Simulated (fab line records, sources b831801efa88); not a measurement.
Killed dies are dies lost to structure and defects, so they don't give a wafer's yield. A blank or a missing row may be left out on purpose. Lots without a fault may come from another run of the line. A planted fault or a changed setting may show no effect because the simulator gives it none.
Which tool did it? | flow sky130 | 13 lots, 39 wafers sampled, at 5 steps of a route of 708

WHAT THE GAUGES READ, wafer by wafer
SKY_GATE_OXIDE_THK_MEAS_02. Usual: GATE_OXIDE_OXIDATION_00_THK 10.20 nm, standard deviation 0.19.
lot  | measured     | on            | GATE_OXIDE_OXIDATION_00_THK (nm) | flag
L335 | day 12 22:57 | film_metro-02 | 10.00 9.87 10.09                 |
L336 | day 13 03:23 | film_metro-04 | 9.82 9.81 9.87                   |
L337 | day 13 10:57 | film_metro-01 | 10.58 10.43 10.29                |
L338 | day 13 13:05 | film_metro-04 | 10.32 10.19 10.05                |
L339 | day 14 03:43 | film_metro-04 | 10.13 10.07 10.04                |
L341 | day 15 16:13 | film_metro-02 | 10.31 10.37 10.29                |
L343 | day 17 04:16 | film_metro-02 | 10.11 10.37 10.16                |
L347 | day 18 01:10 | film_metro-02 | 10.20 10.19 10.23                |
L348 | day 18 11:11 | film_metro-02 | 10.34 10.31 10.37                |
L353 | day 19 12:32 | film_metro-02 | 10.16 10.32 10.26                |
L352 | day 19 13:57 | film_metro-01 | 10.32 10.37 10.15                |
L354 | day 19 21:34 | film_metro-01 | 9.90 10.08 10.05                 |
L357 | day 20 04:58 | film_metro-02 | 10.07 10.08 10.23                |

SKY_POLY_GATE_CD_MEAS_13: target cd 150 nm. Usual: cd_nm 149.9 nm, standard deviation 1.2.
lot  | measured     | on        | cd_nm (nm)        | flag
L335 | day 16 20:20 | cd_sem-01 | 150.2 149.9 148.8 |
L336 | day 16 20:41 | cd_sem-01 | 150.1 151.9 148.9 |
L337 | day 17 04:01 | cd_sem-01 | 148.0 147.7 148.0 |
L338 | day 17 06:56 | cd_sem-02 | 150.7 151.0 150.2 |
L339 | day 17 20:31 | cd_sem-02 | 149.5 148.2 148.7 |
L341 | day 19 17:07 | cd_sem-01 | 149.2 148.9 147.8 |
L343 | day 21 07:06 | cd_sem-01 | 149.4 150.9 149.3 |
L347 | day 22 00:56 | cd_sem-02 | 150.7 150.8 151.2 |
L348 | day 22 13:15 | cd_sem-01 | 151.0 150.9 151.4 |
L353 | day 23 13:12 | cd_sem-01 | 150.5 152.1 150.6 |
L352 | day 23 15:26 | cd_sem-02 | 151.0 149.8 150.4 |
L354 | day 23 23:22 | cd_sem-01 | 150.0 150.2 151.1 |
L357 | day 24 05:56 | cd_sem-02 | 149.5 150.2 149.9 |

SKY_LDD_N_OVL_MEAS_07. Usual: LDD_N_OVL 0.5 nm, standard deviation 1.3.
lot  | measured     | on         | LDD_N_OVL (nm) | flag
L335 | day 18 04:55 | overlay-02 | 1.6 1.2 2.8    |
L336 | day 18 05:05 | overlay-02 | 0.6 0.1 -0.9   |
L337 | day 18 11:44 | overlay-02 | 1.2 4.1 1.2    |
L338 | day 18 15:02 | overlay-01 | 0.6 1.8 1.6    |
L339 | day 19 03:49 | overlay-01 | -0.3 1.2 -1.6  |
L341 | day 21 03:07 | overlay-02 | 2.5 2.1 1.3    |
L343 | day 22 16:02 | overlay-02 | 2.5 1.8 1.1    |
L347 | day 23 08:43 | overlay-02 | -0.1 1.0 1.0   |
L348 | day 23 21:12 | overlay-01 | 0.1 -0.8 -1.1  |
L353 | day 24 21:15 | overlay-02 | 0.5 -0.6 1.1   |
L352 | day 24 22:55 | overlay-01 | 0.3 2.2 0.9    |
L354 | day 25 07:25 | overlay-01 | 1.3 2.8 1.5    |
L357 | day 25 12:29 | overlay-01 | 1.8 -1.8 0.7   |

SKY_LDD_P_TW_MEAS_11. Usual: LDD_P_TW 634, standard deviation 3.2.
lot  | measured     | on            | LDD_P_TW    | flag
L335 | day 19 14:16 | film_metro-04 | 636 636 633 |
L336 | day 19 12:15 | film_metro-01 | 631 636 636 |
L337 | day 19 20:01 | film_metro-02 | 643 638 639 |
L338 | day 19 22:56 | film_metro-01 | 631 631 632 |
L339 | day 20 11:23 | film_metro-04 | 629 628 628 |
L341 | day 22 11:28 | film_metro-01 | 633 635 636 |
L343 | day 23 23:24 | film_metro-02 | 638 637 638 |
L347 | day 24 15:49 | film_metro-01 | 635 632 631 |
L348 | day 25 04:09 | film_metro-02 | 384 381 383 | OFF
L353 | day 26 04:09 | film_metro-02 | 630 632 630 |
L352 | day 26 06:03 | film_metro-02 | 383 386 385 | OFF
L354 | day 26 14:56 | film_metro-01 | 637 632 640 |
L357 | day 26 19:00 | film_metro-04 | 631 634 632 |

WHICH TOOL RAN EACH LOT (tool, then ch and the chambers of the sampled wafers, then the start)
lot  | SKY_LDD_P_IMPLANT_09
L335 | implanter-04 ch 0, day 19 14:01
L336 | implanter-04 ch 0, day 19 12:00
L337 | implanter-01 ch 0, day 19 19:46
L338 | implanter-04 ch 0, day 19 22:41
L339 | implanter-02 ch 0, day 20 11:08
L341 | implanter-01 ch 0, day 22 11:15
L343 | implanter-04 ch 0, day 23 23:10
L347 | implanter-01 ch 0, day 24 15:34
L348 | implanter-01 ch 0, day 25 03:55
L353 | implanter-04 ch 0, day 26 03:55
L352 | implanter-01 ch 0, day 26 05:49
L354 | implanter-04 ch 0, day 26 14:43
L357 | implanter-02 ch 0, day 26 18:48
- SKY_LDD_P_IMPLANT_09

WHAT THE TOOLS THEMSELVES READ (means of the sampled wafers that have a number; where no wafer has one, the mark that the record gives instead)
SKY_LDD_P_IMPLANT_09. Usual: dose_ions_cm2 9.998e+12, standard deviation 9.3e+09; faraday_current_uA 56.4, standard deviation 1.1.
lot  | tool         | dose_ions_cm2 | faraday_current_uA | flag
L335 | implanter-04 | 9.995e+12     | 57.3               |
L336 | implanter-04 | 1.000e+13     | 56.7               |
L337 | implanter-01 | 9.993e+12     | 57.7               |
L338 | implanter-04 | 9.999e+12     | 55.6               |
L339 | implanter-02 | 1.001e+13     | 55.3               |
L341 | implanter-01 | 9.996e+12     | 57.2               |
L343 | implanter-04 | 9.996e+12     | 55.8               |
L347 | implanter-01 | 9.993e+12     | 57.1               |
L348 | implanter-01 | 1.940e+12     | 10.9               | OFF
L353 | implanter-04 | 9.994e+12     | 57.0               |
L352 | implanter-01 | 1.915e+12     | 11.0               | OFF
L354 | implanter-04 | 1.000e+13     | 57.1               |
L357 | implanter-02 | 1.001e+13     | 56.9               |

THE ANSWER, worked out from the rows above alone
Rule: a lot is off if the mean of its wafers that have a number lies more than 3 standard deviations from the usual mean. A lot without any number at a reading at which 4 lots or more have one is off too. The other lots that the step has rows for count as sound. The gauges are gone through in route order, then the tools' own readings, and for those a lot's mean is taken as printed above. The first step at which some lot is off is used, and at that step the reading that is off furthest; a lot without a number counts as furthest.
Off: L348, L352, at SKY_LDD_P_TW_MEAS_11 (LDD_P_TW).
A tool fits if, at a process step before that reading, it ran every lot that is off, and no sound lot after the first of them. The gauges at SKY_LDD_P_TW_MEAS_11 aren't tried: what is off there is off at SKY_LDD_P_IMPLANT_09 too, on other tools, and a gauge's error can't cause that. One fits: implanter-01 at SKY_LDD_P_IMPLANT_09. Its last sound lot is L347 (day 24 15:34), its first lot that is off L348 (day 25 03:55): a fault that began between those two fits.
The tool's own readings at SKY_LDD_P_IMPLANT_09 bear it out: on the lots that are off they differ by more than 5 times the standard deviation of the sound lots' means. dose_ions_cm2 reads 1.928e+12 there against 9.999e+12 on the sound lots; faraday_current_uA reads 10.9 there against 56.7 on the sound lots.

WHAT THE SIMULATOR HAD PUT IN
Process parameter drift: implanter-01, from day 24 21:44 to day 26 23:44, at SKY_LDD_P_IMPLANT_09. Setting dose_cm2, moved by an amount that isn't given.
Lots struck among those shown: L348, L352. The rule above found the same.
